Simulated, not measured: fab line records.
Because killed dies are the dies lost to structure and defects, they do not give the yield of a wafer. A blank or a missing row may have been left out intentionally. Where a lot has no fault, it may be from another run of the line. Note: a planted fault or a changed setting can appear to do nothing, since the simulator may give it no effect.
Which tool was responsible?	flow sky130	Sampling: 12 lots, 36 wafers, 5 of 708 route steps

WHAT THE GAUGES SHOWED, per wafer
SKY_NWELL_OVL_MEAS_10. Usual: NWELL_00_OVL gives -1.3 nm (standard deviation 1.6).
lot	measured	on	NWELL_00_OVL (nm)	flag
L253	day 4 23:20	overlay-02	-1.1 -0.2 -2.3	
L254	day 5 04:41	overlay-01	0.9 -0.3 0.6	
L255	day 5 07:01	overlay-01	-0.7 -1.6 -1.2	
L256	day 5 11:05	overlay-02	-1.6 -0.4 -2.6	
L257	day 5 20:50	overlay-01	2.9 0.6 2.0	
L258	day 6 02:39	overlay-02	-2.8 -2.4 -4.2	
L259	day 6 06:54	overlay-01	0.6 -0.5 1.5	
L261	day 6 19:39	overlay-01	-1.3 1.4 -2.1	
L263	day 7 06:29	overlay-01	0.2 0.0 -0.4	
L270	day 8 22:54	overlay-01	-2.3 -1.8 -1.7	
L273	day 10 01:12	overlay-02	-2.1 -0.8 -1.4	
L274	day 10 11:05	overlay-01	-1.7 -0.8 0.7	

SKY_NWELL_TW_MEAS_26. Usual: NWELL_2_TW gives 495 (standard deviation 4.9).
lot	measured	on	NWELL_2_TW	flag
L253	day 5 17:58	film metro-03	491 492 489	
L254	day 6 00:56	film metro-04	502 504 506	
L255	day 6 02:12	film metro-04	502 498 498	
L256	day 6 06:19	film metro-03	491 494 491	
L257	day 6 16:11	film metro-01	498 495 494	
L258	day 6 22:33	film metro-04	501 504 499	
L259	day 7 02:44	film metro-03	490 488 489	
L261	day 7 16:03	film metro-03	488 489 490	
L263	day 8 02:40	film metro-03	494 494 491	
L270	day 9 22:42	film metro-03	487 492 490	
L273	day 11 00:11	film metro-04	500 504 504	
L274	day 11 10:43	film metro-01	492 491 490	

WHAT TOOL EACH LOT RAN ON (gives the tool, then ch and the chambers of the sampled wafers, and finally the start)
lot	SKY_FIELD_ISO_ETCH_15	SKY_FIELD_ISO_STRIP_16	SKY_PWDE_STRIP_09
L253	rie diel-03 ch 0,2, day 2 10:16	plasma asher-02 ch 0,1, day 2 10:19	plasma asher-01 ch 1, day 4 05:59
L254	rie diel-04 ch 0,1,2, day 2 14:48	plasma asher-01 ch 0,1, day 2 14:52	plasma asher-02 ch 0,1, day 4 10:50
L255	rie diel-01 ch 1,3, day 2 20:11	plasma asher-01 ch 0,1, day 2 20:15	plasma asher-03 ch 0, day 4 13:13
L256	rie diel-01 ch 0,3, day 3 00:41	plasma asher-02 ch 0,1, day 3 00:45	plasma asher-02 ch 0,1, day 4 17:44
L257	rie diel-01 ch 0,1,2, day 3 08:30	plasma asher-04 ch 0,1, day 3 08:34	plasma asher-02 ch 0,1, day 5 02:28
L258	rie diel-01 ch 0,1,2, day 3 14:35	plasma asher-02 ch 0,1, day 3 14:39	plasma asher-03 ch 0,1, day 5 07:56
L259	rie diel-04 ch 0,1,2, day 3 17:51	plasma asher-04 ch 0,1, day 3 17:55	plasma asher-02 ch 0, day 5 12:40
L261	rie diel-03 ch 0,2, day 4 03:48	plasma asher-02 ch 0,1, day 4 03:52	plasma asher-03 ch 0,1, day 6 00:29
L263	rie diel-04 ch 0,1,2, day 4 13:48	plasma asher-02 ch 1, day 4 13:52	plasma asher-02 ch 0,1, day 6 10:47
L270	rie diel-01 ch 0,2,3, day 6 03:44	plasma asher-04 ch 0,1, day 6 03:50	plasma asher-01 ch 0,1, day 8 00:46
L273	rie diel-03 ch 2,3, day 6 19:29	plasma asher-01 ch 0,1, day 6 19:33	plasma asher-03 ch 0, day 9 02:29
L274	rie diel-04 ch 0,1,3, day 6 23:54	plasma asher-01 ch 0,1, day 6 23:58	plasma asher-01 ch 0,1, day 9 12:22
- SKY_FIELD_ISO_ETCH_15: etches the open film in CHF3/O2, stops on Si, target depth 180 nm, time 72 s.
- SKY_FIELD_ISO_STRIP_16: strips in O2/N2.
- SKY_PWDE_STRIP_09: strips in O2/N2.

WHAT THE TOOLS THEMSELVES READ (means of the sampled wafers that have a number; where no wafer has one, the mark that the record gives instead)
SKY_FIELD_ISO_ETCH_15. Usual: drypump motor current A 5.9 A, standard deviation 0.47; oes product au 0.948 a.u., standard deviation 0.0068; throttle valve pct 8.845 %, standard deviation 0.0092.
lot	tool	drypump motor current A (A)	oes product au (a.u.)	throttle valve pct (%)	flag
L253	rie diel-03	5.7	0.946	8.852	
L254	rie diel-04	5.6	0.949	8.848	
L255	rie diel-01	6.1	0.950	8.844	
L256	rie diel-01	5.7	0.942	8.851	
L257	rie diel-01	6.2	0.948	8.839	
L258	rie diel-01	6.2	0.951	8.844	
L259	rie diel-04	5.7	0.946	8.847	
L261	rie diel-03	5.7	0.939	8.843	
L263	rie diel-04	5.7	0.949	8.852	
L270	rie diel-01	5.8	0.942	8.837	
L273	rie diel-03	6.2	0.951	8.837	
L274	rie diel-04	5.4	0.947	8.847	

SKY_FIELD_ISO_STRIP_16. Usual: drypump motor current A 6.01 A, standard deviation 0.29; oes product au 0.378 a.u., standard deviation 0.0049; strip time to endpoint s 3.55 s, standard deviation 0.048.
lot	tool	drypump motor current A (A)	oes product au (a.u.)	strip time to endpoint s (s)	flag
L253	plasma asher-02	6.12	0.379	3.54	
L254	plasma asher-01	5.71	0.376	3.50	
L255	plasma asher-01	5.59	0.378	3.55	
L256	plasma asher-02	6.24	0.374	3.53	
L257	plasma asher-04	6.19	0.377	3.55	
L258	plasma asher-02	6.23	0.376	3.54	
L259	plasma asher-04	6.21	0.375	3.52	
L261	plasma asher-02	6.15	0.383	3.54	
L263	plasma asher-02	6.33	0.375	3.54	
L270	plasma asher-04	6.15	0.381	3.60	
L273	plasma asher-01	5.69	0.383	3.58	
L274	plasma asher-01	5.61	0.379	3.55	

SKY_PWDE_STRIP_09. Usual: drypump motor current A 5.95 A, standard deviation 0.3; oes product au 0.723 a.u., standard deviation 0.0046; strip time to endpoint s 36.96 s, standard deviation 0.1.
lot	tool	drypump motor current A (A)	oes product au (a.u.)	strip time to endpoint s (s)	flag
L253	plasma asher-01	5.47	0.725	36.89	
L254	plasma asher-02	6.17	0.726	36.97	
L255	plasma asher-03	5.71	0.720	36.92	
L256	plasma asher-02	6.26	0.722	37.00	
L257	plasma asher-02	6.19	0.723	36.84	
L258	plasma asher-03	6.01	0.721	36.89	
L259	plasma asher-02	6.07	0.723	36.92	
L261	plasma asher-03	5.86	0.722	36.93	
L263	plasma asher-02	6.21	0.722	36.94	
L270	plasma asher-01	5.69	0.719	37.02	
L273	plasma asher-03	5.70	0.721	37.10	
L274	plasma asher-01	5.59	0.720	37.14	

THE ANSWER, worked out from the rows above alone
Rule: take the mean of a lot's wafers that have a number; if it is more than 3 standard deviations from the usual mean, the lot is off. Also off: a lot with no number at a reading for which 4 or more lots have one. Any other lot the step has rows for is counted as sound. First the gauges in route order, then the tools' own readings, where a lot's mean is used as printed above. At the first step where some lot is off, the reading lying furthest off is the one used; lots without a number count as furthest.
No lot is off at any reading shown: from this, nothing can be told.

WHAT THE SIMULATOR PUT IN
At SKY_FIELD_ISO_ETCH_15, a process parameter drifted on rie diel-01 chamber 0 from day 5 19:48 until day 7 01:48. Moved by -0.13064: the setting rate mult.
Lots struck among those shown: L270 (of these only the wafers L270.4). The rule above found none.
